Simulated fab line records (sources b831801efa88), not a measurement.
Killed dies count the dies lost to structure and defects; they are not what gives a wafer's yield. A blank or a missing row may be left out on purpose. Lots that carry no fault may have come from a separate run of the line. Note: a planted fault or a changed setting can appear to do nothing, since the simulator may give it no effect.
fab line records -- flow gf180mcu
record: lots: 13, wafers: 39, lastDay: 34
route steps=602 shown CONTACT@310 V1@359 M3@412 V3@452
lots that met no fault: from a run of the same line without faults
startH: the number of hours between the record's first day and the start of the first shown wafer of the lot -- waitH: hours elapsed since this lot's preceding step -- " the same as in the row above -- L1.1+2: several wafers, shown together as one row -- - value missing, or start not given -- * or withheld: withheld -- < > ~ a bound
route shown NAME@n: names a module that has steps shown in the file, with the first one's number in the route -- usual: mean/standard deviation of fault-free wafers -- same: alike in all rows -- chamber/n: place in a boat -- sites: each site's reading -- _std_site: standard deviation across them -- _edge_site: the outer-site mean with the inner-site mean subtracted -- radiusMm: how far each site lies from the wafer's centre -- mask NAME#n: copy n -- behind: tool/chamber where the wafer was last shaped -- hold: the reason the lot was held/the length of the hold in hours/how it ended -- device: which transistor (n, p or np) failed to switch -- end of line: at the end of the route, the tests of the same wafers -- where a step has no rows: the recipe by itself -- killed: the dies lost at the first sort to structure and to defects; this is not the yield of the wafer -- map: per-die view of a wafer (x killed, . not killed, _ where there is no die)
set.NAME: the setting that was run; set.NAME@STEP: the one run at that earlier step -- model.NAME: the simulator's own value behind a step, which no gauge read
the route's steps for a sample of lots (tables are steps, rows are wafers)
services: a tool's chamber out of use, with start hour (startH, from the record's first day; less than 0 if before it), hours out, and reason
== steps ==
step: GF_CONTACT_SPUTTER_23
recipe: material: TiN, targetThkNm: 10, chamberPressurePa: 5, powerW: 4000, timeS: 40
usual: chamberPressurePa: 5.002/0.0092, throttleValvePct: 29.8/0.87
lot.wafer,tool,chamber,startH,waitH,chamberPressurePa,throttleValvePct
L494.2,pvdSputter-02,-,371.82,0.0,4.995,30.8
L494.4,pvdSputter-02,-,371.82,0.0,5.019,29.6
L494.6,pvdSputter-02,-,371.82,0.0,4.998,28.2
L495.2,pvdSputter-02,-,377.39,0.0,5.003,30.9
L495.3,pvdSputter-02,-,377.39,0.0,4.991,29.2
L495.5,pvdSputter-02,-,377.39,0.0,5.007,29.5
L496.1,pvdSputter-01,-,391.31,0.0,4.991,30.4
L496.3,pvdSputter-01,-,391.31,0.0,5.013,29.0
L496.5,pvdSputter-01,-,391.31,0.0,5.011,29.1
L497.1,pvdSputter-04,-,405.16,0.0,5.012,29.8
L497.5,pvdSputter-04,-,405.16,0.0,5.001,29.3
L497.6,pvdSputter-04,-,405.16,0.0,5.020,29.7
L498.2,pvdSputter-01,-,406.84,0.0,5.004,29.0
L498.3,pvdSputter-01,-,406.84,0.0,5.012,30.3
L498.5,pvdSputter-01,-,406.84,0.0,5.009,29.1
L499.1,pvdSputter-04,-,412.92,0.0,5.008,31.2
L499.2,pvdSputter-04,-,412.92,0.0,5.010,29.1
L499.4,pvdSputter-04,-,412.92,0.0,4.988,29.8
L504.1,pvdSputter-02,-,461.92,0.0,5.006,31.2
L504.4,pvdSputter-02,-,461.92,0.0,5.016,29.4
L504.6,pvdSputter-02,-,461.92,0.0,5.010,30.9
L505.2,pvdSputter-04,-,467.81,0.0,5.008,31.3
L505.3,pvdSputter-04,-,467.81,0.0,4.991,29.7
L505.4,pvdSputter-04,-,467.81,0.0,4.998,29.7
L512.1,pvdSputter-01,-,532.07,0.0,5.003,30.4
L512.2,pvdSputter-01,-,532.07,0.0,4.994,30.5
L512.6,pvdSputter-01,-,532.07,0.0,5.012,30.7
L513.1,pvdSputter-04,-,542.76,0.0,4.999,29.8
L513.2,pvdSputter-04,-,542.76,0.0,4.991,31.1
L513.6,pvdSputter-04,-,542.76,0.0,5.010,29.2
L515.3,pvdSputter-02,-,553.61,0.0,5.014,28.4
L515.5,pvdSputter-02,-,553.61,0.0,5.002,29.7
L515.6,pvdSputter-02,-,553.61,0.0,4.993,29.2
L514.2,pvdSputter-01,-,555.00,0.0,5.006,30.5
L514.5,pvdSputter-01,-,555.00,0.0,4.988,30.3
L514.6,pvdSputter-01,-,555.00,0.0,5.009,30.4
L516.3,pvdSputter-04,-,563.90,0.0,5.011,29.2
L516.4,pvdSputter-04,-,563.90,0.0,5.015,29.9
L516.5,pvdSputter-04,-,563.90,0.0,5.001,29.8
step: GF_V1_RS_MEAS_24
recipe: thkMeasGauge: four-point-probe, reads: W_of_V1_CVD_23+TiN_of_V1_SPUTTER_22+Ti_of_V1_SPUTTER_21
usual: V1_W_RS: 0.326/0.0043
lot.wafer,tool,chamber,startH,waitH,V1_W_RS[ohm/sq]
L494.2,filmMetro-01,-,422.17,0.1,0.336
L494.4,filmMetro-01,-,422.17,0.1,0.329
L494.6,filmMetro-01,-,422.17,0.1,0.336
L495.2,filmMetro-04,-,428.68,0.1,0.328
L495.3,filmMetro-04,-,428.68,0.1,0.329
L495.5,filmMetro-04,-,428.68,0.1,0.328
L496.1,filmMetro-04,-,442.49,0.1,0.329
L496.3,filmMetro-04,-,442.49,0.1,0.325
L496.5,filmMetro-04,-,442.49,0.1,0.332
L497.1,filmMetro-01,-,457.99,0.1,0.326
L497.5,filmMetro-01,-,457.99,0.1,0.320
L497.6,filmMetro-01,-,457.99,0.1,0.324
L498.2,filmMetro-01,-,458.71,0.1,0.329
L498.3,filmMetro-01,-,458.71,0.1,0.330
L498.5,filmMetro-01,-,458.71,0.1,0.326
L499.1,filmMetro-03,-,465.30,0.1,0.323
L499.2,filmMetro-03,-,465.30,0.1,0.330
L499.4,filmMetro-03,-,465.30,0.1,0.325
L504.1,filmMetro-04,-,513.86,0.1,0.332
L504.4,filmMetro-04,-,513.86,0.1,0.329
L504.6,filmMetro-04,-,513.86,0.1,0.330
L505.2,filmMetro-03,-,519.73,0.1,0.323
L505.3,filmMetro-03,-,519.73,0.1,0.326
L505.4,filmMetro-03,-,519.73,0.1,0.323
L512.1,filmMetro-03,-,580.06,0.1,0.324
L512.2,filmMetro-03,-,580.06,0.1,0.324
L512.6,filmMetro-03,-,580.06,0.1,0.326
L513.1,filmMetro-03,-,590.77,0.1,0.322
L513.2,filmMetro-03,-,590.77,0.1,0.323
L513.6,filmMetro-03,-,590.77,0.1,0.329
L515.3,filmMetro-04,-,601.16,0.1,0.325
L515.5,filmMetro-04,-,601.16,0.1,0.323
L515.6,filmMetro-04,-,601.16,0.1,0.325
L514.2,filmMetro-04,-,602.21,0.1,0.331
L514.5,filmMetro-04,-,602.21,0.1,0.336
L514.6,filmMetro-04,-,602.21,0.1,0.337
L516.3,filmMetro-03,-,609.39,0.2,0.323
L516.4,filmMetro-03,-,609.39,0.2,0.318
L516.5,filmMetro-03,-,609.39,0.2,0.322
step: GF_M3_SPUTTER_03
recipe: material: Ti, targetThkNm: 10, substrateTempC: 300, chamberPressurePa: 0.3, powerW: 3000, timeS: 6.7
usual: chamberPressurePa: 0.3000/0.00064, throttleValvePct: 30.3/0.79
lot.wafer,tool,chamber,startH,waitH,chamberPressurePa,throttleValvePct
L494.2,pvdSputter-01,-,474.94,0.0,0.3000,30.5
L494.4,pvdSputter-01,-,474.94,0.0,0.2996,30.5
L494.6,pvdSputter-01,-,474.94,0.0,0.2995,30.3
L495.2,pvdSputter-01,-,481.16,0.0,0.2998,30.5
L495.3,pvdSputter-01,-,481.16,0.0,0.3005,29.1
L495.5,pvdSputter-01,-,481.16,0.0,0.2982,30.2
L496.1,pvdSputter-03,-,495.18,0.0,0.3005,29.8
L496.3,pvdSputter-03,-,495.18,0.0,0.2993,32.0
L496.5,pvdSputter-03,-,495.18,0.0,0.3004,30.0
L497.1,pvdSputter-01,-,509.88,0.0,0.3005,30.4
L497.5,pvdSputter-01,-,509.88,0.0,0.2996,30.2
L497.6,pvdSputter-01,-,509.88,0.0,0.3001,29.1
L498.2,pvdSputter-03,-,510.58,0.0,0.2999,29.7
L498.3,pvdSputter-03,-,510.58,0.0,0.3007,30.8
L498.5,pvdSputter-03,-,510.58,0.0,0.2997,30.5
L499.1,pvdSputter-01,-,516.94,0.0,0.3004,29.2
L499.2,pvdSputter-01,-,516.94,0.0,0.3004,30.5
L499.4,pvdSputter-01,-,516.94,0.0,0.3011,30.5
L504.1,pvdSputter-03,-,563.44,0.0,0.3724,26.8
L504.4,pvdSputter-03,-,563.44,0.0,0.3728,26.9
L504.6,pvdSputter-03,-,563.44,0.0,0.3720,28.4
L505.2,pvdSputter-03,-,569.04,0.0,0.3725,26.6
L505.3,pvdSputter-03,-,569.04,0.0,0.3720,28.6
L505.4,pvdSputter-03,-,569.04,0.0,0.3731,27.5
L512.1,pvdSputter-01,-,626.86,0.0,0.3002,30.1
L512.2,pvdSputter-01,-,626.86,0.0,0.3002,30.5
L512.6,pvdSputter-01,-,626.86,0.0,0.3011,30.3
L513.1,pvdSputter-01,-,635.97,0.0,0.3002,30.4
L513.2,pvdSputter-01,-,635.97,0.0,0.2996,30.7
L513.6,pvdSputter-01,-,635.97,0.0,0.2996,29.1
L515.3,pvdSputter-03,-,646.29,0.0,0.3000,32.0
L515.5,pvdSputter-03,-,646.29,0.0,0.2985,30.2
L515.6,pvdSputter-03,-,646.29,0.0,0.3003,30.0
L514.2,pvdSputter-03,-,647.65,0.0,0.3004,30.3
L514.5,pvdSputter-03,-,647.65,0.0,0.3002,30.4
L514.6,pvdSputter-03,-,647.65,0.0,0.3002,30.0
L516.3,pvdSputter-01,-,654.18,0.0,0.3005,30.3
L516.4,pvdSputter-01,-,654.18,0.0,0.3003,30.5
L516.5,pvdSputter-01,-,654.18,0.0,0.2995,30.7
step: GF_V3_CVD_23
recipe: material: W, targetThkNm: 350, timeS: 104.9, tempC: 400, pressureTorr: 40
usual: heaterPowerW: 915/33
lot.wafer,tool,chamber,startH,waitH,heaterPowerW
L494.2,cvdW-01,1,525.90,0.0,877
L494.4,cvdW-01,0,525.90,0.0,947
L494.6,cvdW-01,0,525.90,0.0,935
L495.2,cvdW-01,1,531.03,0.0,872
L495.3,cvdW-01,1,531.03,0.0,873
L495.5,cvdW-01,1,531.03,0.0,855
L496.1,cvdW-01,0,544.13,0.0,920
L496.3,cvdW-01,1,544.13,0.0,870
L496.5,cvdW-01,0,544.13,0.0,937
L497.1,cvdW-02,1,558.44,0.0,934
L497.5,cvdW-02,0,558.44,0.0,917
L497.6,cvdW-02,1,558.44,0.0,911
L498.2,cvdW-01,1,559.24,0.0,873
L498.3,cvdW-01,0,559.24,0.0,917
L498.5,cvdW-01,0,559.24,0.0,921
L499.1,cvdW-01,0,565.40,0.0,930
L499.2,cvdW-01,1,565.40,0.0,858
L499.4,cvdW-01,1,565.40,0.0,901
L504.1,cvdW-02,0,608.18,0.0,916
L504.4,cvdW-02,0,608.18,0.0,933
L504.6,cvdW-02,0,608.18,0.0,949
L505.2,cvdW-02,1,614.61,0.0,938
L505.3,cvdW-02,0,614.61,0.0,934
L505.4,cvdW-02,1,614.61,0.0,955
L512.1,cvdW-01,1,669.44,0.0,871
L512.2,cvdW-01,0,669.44,0.0,952
L512.6,cvdW-01,0,669.44,0.0,911
L513.1,cvdW-01,1,677.08,0.0,848
L513.2,cvdW-01,0,677.08,0.0,951
L513.6,cvdW-01,0,677.08,0.0,919
L515.3,cvdW-01,1,687.68,0.1,858
L515.5,cvdW-01,0,687.68,0.1,934
L515.6,cvdW-01,1,687.68,0.1,854
L514.2,cvdW-02,1,689.73,0.0,943
L514.5,cvdW-02,0,689.73,0.0,925
L514.6,cvdW-02,1,689.73,0.0,917
L516.3,cvdW-02,0,694.86,0.1,943
L516.4,cvdW-02,1,694.86,0.1,946
L516.5,cvdW-02,1,694.86,0.1,934
== services ==
tool,chamber,startH,hours,kind
pvdSputter-01,-,372.16,1.6,repair
cvdW-01,-,390.00,14.0,pm
cvdW-01,0,390.00,14.0,ventCycle
cvdW-01,1,390.00,14.0,ventCycle
cvdW-01,0,404.00,-,clean
cvdW-01,1,404.00,-,clean
pvdSputter-01,-,461.74,4.1,repair
pvdSputter-04,-,474.13,15.2,repair
pvdSputter-04,-,491.82,46.0,repair
cvdW-01,1,511.44,1.6,repair
cvdW-02,-,532.99,2.3,repair
pvdSputter-02,-,544.95,2.5,repair
cvdW-02,-,606.85,1.0,repair
cvdW-01,0,607.95,5.8,repair
cvdW-01,-,628.78,1.2,repair
pvdSputter-04,-,639.50,18.9,repair
cvdW-01,-,680.78,1.1,repair
pvdSputter-03,-,681.14,3.3,repair
== key ==
firstSign: step: GF_M3_SPUTTER_03, reading: chamberPressurePa, direction: up, sigmas: 99+, usual: 0.3000, struck: 0.3725
effect: step: GF_M3_SPUTTER_03, reading: throttleValvePct, direction: down, sigmas: 3.6, usual: 30.3, struck: 27.5
metAt GF_M3_SPUTTER_03
struckLots L504,L505
notActingAt GF_CONTACT_SPUTTER_23,GF_V1_RS_MEAS_24,GF_V3_CVD_23
onsetBetween 510.58 563.44
fault: kind: processParameterDrift, tool: pvdSputter-03, chamber: -, onsetH: 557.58, steps: GF_M3_SPUTTER_03, channel: chamberPressurePa, offset: 0.072083, shape: step, endH: 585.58, actsIn: theseRecipesOnly, stated: 0.3
